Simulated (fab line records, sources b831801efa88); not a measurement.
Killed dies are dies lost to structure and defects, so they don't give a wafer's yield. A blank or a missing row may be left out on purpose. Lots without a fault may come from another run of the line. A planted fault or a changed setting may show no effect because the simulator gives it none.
One fault seen from 2 desks | flow sfq_line | each desk has only its own numbers; what lay behind them comes last

THE TOOL OWNER'S DESK: cmp-01
The tool's own readings at SFQ_TRILAYER_I1_CMP_CMP_046 (polishes SiO2): means of the sampled wafers that have a number, for each lot that ran on this tool. A lot is out of limits, marked OUT, if its mean lies more than 4 standard deviations from the usual mean; the brackets give that distance.
Columns: A = motor_current_A at SFQ_TRILAYER_I1_CMP_CMP_046, usual 10.4 A; B = slurry_filter_dp_kPa at SFQ_TRILAYER_I1_CMP_CMP_046, usual 13.50 kPa; C = time_to_endpoint_s at SFQ_TRILAYER_I1_CMP_CMP_046, usual 213 s
lot  | first seen here | A    | B     | C
L497 | day 18 01:29    | 10.5 | 13.55 | 212
L498 | day 18 04:59    | 10.7 | 13.47 | 212
L500 | day 18 20:48    | 11.5 | 13.44 | 219
L501 | day 19 13:36    | 11.3 | 13.65 | 217
L505 | day 22 05:21    | 11.0 | 13.64 | 214
L506 | day 23 01:46    | 10.8 | 13.41 | 205
This desk's finding: nothing out of limits on any of the 6 lots.

THE METROLOGY DESK
What the gauges read, lot by lot, whatever tool the lot ran on: means of the sampled wafers that have a number. A lot is out of limits, marked OUT, if its mean lies more than 4 standard deviations from the usual mean; the brackets give that distance.
Columns: A = M0_NB_RS at SFQ_M0_RS_MEAS_904, usual 0.889 ohm/sq
lot  | first seen here | A
L495 | day 5 08:07     | 0.870
L496 | day 5 10:31     | 0.882
L497 | day 5 14:07     | 0.894
L498 | day 5 16:31     | 0.877
L499 | day 5 20:07     | 0.897
L500 | day 5 21:56     | 0.892
L501 | day 6 04:44     | 0.900
L502 | day 6 07:07     | 0.886
L503 | day 6 12:31     | 0.885
L505 | day 6 23:43     | 0.891
L506 | day 7 09:20     | 0.902
L510 | day 11 10:40    | 0.884
L513 | day 12 16:39    | 0.903
L517 | day 14 11:22    | 0.880
This desk's finding: nothing out of limits on any of the 14 lots.

PUT TOGETHER
The tool owner's desk saw nothing out of limits.
The metrology desk saw nothing out of limits.

WHAT THE SIMULATOR HAD PUT IN
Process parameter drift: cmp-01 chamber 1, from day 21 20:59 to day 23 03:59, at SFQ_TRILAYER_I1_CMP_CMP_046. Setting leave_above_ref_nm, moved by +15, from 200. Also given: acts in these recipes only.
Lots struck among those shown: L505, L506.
